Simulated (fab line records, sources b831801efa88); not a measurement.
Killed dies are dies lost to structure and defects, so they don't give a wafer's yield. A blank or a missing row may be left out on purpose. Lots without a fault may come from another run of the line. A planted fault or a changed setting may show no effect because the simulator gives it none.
Which tool did it? | flow sky130 | 13 lots, 39 wafers sampled, at 4 steps of a route of 708

WHAT THE GAUGES READ, wafer by wafer
SKY_CONTACT_RS_MEAS_25: measures by four-point-probe. Usual: CONTACT_W_RS 0.336 ohm/sq, standard deviation 0.0043.
lot  | measured     | on            | CONTACT_W_RS (ohm/sq) | flag
L288 | day 31 10:55 | film_metro-04 | 0.336 0.329 0.335     |
L289 | day 31 16:54 | film_metro-04 | 0.342 0.340 0.341     |
L290 | day 32 03:50 | film_metro-01 | 0.335 0.340 0.335     |
L291 | day 32 16:34 | film_metro-03 | 0.343 0.337 0.338     |
L293 | day 33 08:06 | film_metro-01 | 0.332 0.326 0.334     |
L294 | day 33 19:28 | film_metro-04 | 0.342 0.338 0.340     |
L297 | day 34 17:03 | film_metro-04 | 0.330 0.339 0.328     |
L299 | day 35 02:42 | film_metro-03 | 0.340 0.331 0.339     |
L304 | day 37 04:58 | film_metro-04 | 0.338 0.337 0.330     |
L305 | day 37 17:44 | film_metro-03 | 0.337 0.333 0.328     |
L306 | day 37 19:49 | film_metro-04 | 0.337 0.335 0.334     |
L309 | day 38 10:21 | film_metro-03 | 0.345 0.345 0.347     |
L310 | day 38 21:02 | film_metro-01 | 0.333 0.338 0.334     |

WHICH TOOL RAN EACH LOT (tool, then ch and the chambers of the sampled wafers, then the start)
lot  | SKY_CONTACT_ETCH_16                | SKY_CONTACT_ETCH_17                | SKY_CONTACT_CVD_24
L288 | rie_diel-03 ch 0,1,3, day 31 09:56 | rie_diel-03 ch 0,1,3, day 31 09:58 | cvd_w-01 ch 0,1, day 31 10:48
L289 | rie_diel-01 ch 0,2,3, day 31 15:57 | rie_diel-01 ch 0,2,3, day 31 15:59 | cvd_w-02 ch 0,1, day 31 16:46
L290 | rie_diel-02 ch 0,2,3, day 32 02:51 | rie_diel-02 ch 0,2,3, day 32 02:53 | cvd_w-01 ch 0,1, day 32 03:43
L291 | rie_diel-01 ch 1,3, day 32 15:39   | rie_diel-01 ch 1,3, day 32 15:42   | cvd_w-02 ch 0, day 32 16:26
L293 | rie_diel-03 ch 1,3, day 33 07:11   | rie_diel-03 ch 1,3, day 33 07:13   | cvd_w-01 ch 0,1, day 33 07:58
L294 | rie_diel-02 ch 0,1,2, day 33 18:30 | rie_diel-02 ch 0,1,2, day 33 18:32 | cvd_w-02 ch 0,1, day 33 19:20
L297 | rie_diel-03 ch 0,1, day 34 16:09   | rie_diel-03 ch 0,1, day 34 16:12   | cvd_w-01 ch 0,1, day 34 16:56
L299 | rie_diel-02 ch 0,1, day 35 01:47   | rie_diel-02 ch 0,1, day 35 01:49   | cvd_w-01 ch 0,1, day 35 02:34
L304 | rie_diel-02 ch 0,2,3, day 37 04:02 | rie_diel-02 ch 0,2,3, day 37 04:04 | cvd_w-01 ch 0,1, day 37 04:51
L305 | rie_diel-02 ch 0,2, day 37 16:45   | rie_diel-02 ch 0,2, day 37 16:47   | cvd_w-01 ch 1, day 37 17:36
L306 | rie_diel-03 ch 0,1, day 37 18:54   | rie_diel-03 ch 0,1, day 37 18:57   | cvd_w-02 ch 1, day 37 19:41
L309 | rie_diel-01 ch 1,3, day 38 09:26   | rie_diel-01 ch 1,3, day 38 09:28   | cvd_w-02 ch 0,1, day 38 10:13
L310 | rie_diel-01 ch 2,3, day 38 20:08   | rie_diel-01 ch 2,3, day 38 20:10   | cvd_w-01 ch 0,1, day 38 20:55
- SKY_CONTACT_ETCH_16: etches BARC in N2/H2, stops on SiO2, time 45.9 s, target depth 60 nm.
- SKY_CONTACT_ETCH_17: etches SiO2 in C4F8/O2/Ar, stops on Si3N4, target depth 340 nm.
- SKY_CONTACT_CVD_24: deposits W, target thk 340 nm, time 102.12 s.

WHAT THE TOOLS THEMSELVES READ (means of the sampled wafers that have a number; where no wafer has one, the mark that the record gives instead)
SKY_CONTACT_ETCH_16. Usual: drypump_motor_current_A 5.8 A, standard deviation 0.4; oes_product_au 0.854 a.u., standard deviation 0.0046; rf_fwd_power_W 494.4 W, standard deviation 2; throttle_valve_pct 13.224 %, standard deviation 0.0081.
lot  | tool        | drypump_motor_current_A (A) | oes_product_au (a.u.) | rf_fwd_power_W (W) | throttle_valve_pct (%) | flag
L288 | rie_diel-03 | 5.9                         | 0.850                 | 494.7              | 13.233                 |
L289 | rie_diel-01 | 6.0                         | 0.855                 | 492.9              | 13.217                 |
L290 | rie_diel-02 | 5.4                         | 0.855                 | 494.3              | 13.224                 |
L291 | rie_diel-01 | 6.4                         | 0.854                 | 495.2              | 13.221                 |
L293 | rie_diel-03 | 5.8                         | 0.853                 | 494.9              | 13.221                 |
L294 | rie_diel-02 | 5.5                         | 0.856                 | 494.2              | 13.222                 |
L297 | rie_diel-03 | 6.0                         | 0.856                 | 496.2              | 13.227                 |
L299 | rie_diel-02 | 5.6                         | 0.853                 | 496.1              | 13.226                 |
L304 | rie_diel-02 | 5.4                         | 0.854                 | 494.0              | 13.227                 |
L305 | rie_diel-02 | 5.3                         | 0.851                 | 495.4              | 13.225                 |
L306 | rie_diel-03 | 6.0                         | 0.856                 | 497.7              | 13.223                 |
L309 | rie_diel-01 | 6.4                         | 0.853                 | 494.5              | 13.237                 |
L310 | rie_diel-01 | 5.8                         | 0.855                 | 493.0              | 13.232                 |

SKY_CONTACT_ETCH_17. Usual: oes_product_au 0.892 a.u., standard deviation 0.0049; rf_fwd_power_W 1486 W, standard deviation 5.8.
lot  | tool        | oes_product_au (a.u.) | rf_fwd_power_W (W) | flag
L288 | rie_diel-03 | 0.890                 | 1491               |
L289 | rie_diel-01 | 0.890                 | 1491               |
L290 | rie_diel-02 | 0.893                 | 1485               |
L291 | rie_diel-01 | 0.894                 | 1484               |
L293 | rie_diel-03 | 0.889                 | 1483               |
L294 | rie_diel-02 | 0.894                 | 1488               |
L297 | rie_diel-03 | 0.893                 | 1490               |
L299 | rie_diel-02 | 0.887                 | 1497               |
L304 | rie_diel-02 | 0.894                 | 1241               | OFF
L305 | rie_diel-02 | 0.895                 | 1243               | OFF
L306 | rie_diel-03 | 0.892                 | 1491               |
L309 | rie_diel-01 | 0.891                 | 1480               |
L310 | rie_diel-01 | 0.895                 | 1484               |

SKY_CONTACT_CVD_24. Usual: heater_power_w 877 W, standard deviation 71.
lot  | tool     | heater_power_w (W) | flag
L288 | cvd_w-01 | 871                |
L289 | cvd_w-02 | 917                |
L290 | cvd_w-01 | 876                |
L291 | cvd_w-02 | 771                |
L293 | cvd_w-01 | 863                |
L294 | cvd_w-02 | 918                |
L297 | cvd_w-01 | 867                |
L299 | cvd_w-01 | 877                |
L304 | cvd_w-01 | 863                |
L305 | cvd_w-01 | 913                |
L306 | cvd_w-02 | 999                |
L309 | cvd_w-02 | 833                |
L310 | cvd_w-01 | 897                |

THE ANSWER, worked out from the rows above alone
Rule: a lot is off if the mean of its wafers that have a number lies more than 3 standard deviations from the usual mean. A lot without any number at a reading at which 4 lots or more have one is off too. The other lots that the step has rows for count as sound. The gauges are gone through in route order, then the tools' own readings, and for those a lot's mean is taken as printed above. The first step at which some lot is off is used, and at that step the reading that is off furthest; a lot without a number counts as furthest.
Off: L304, L305, at SKY_CONTACT_ETCH_17 (rf_fwd_power_W).
A tool fits if, at that step or a process step before it, it ran every lot that is off, and no sound lot after the first of them. One fits: rie_diel-02 at SKY_CONTACT_ETCH_16 and SKY_CONTACT_ETCH_17. At SKY_CONTACT_ETCH_16 its last sound lot is L299 (day 35 01:47), its first lot that is off L304 (day 37 04:02): a fault that began between those two fits.

WHAT THE SIMULATOR HAD PUT IN
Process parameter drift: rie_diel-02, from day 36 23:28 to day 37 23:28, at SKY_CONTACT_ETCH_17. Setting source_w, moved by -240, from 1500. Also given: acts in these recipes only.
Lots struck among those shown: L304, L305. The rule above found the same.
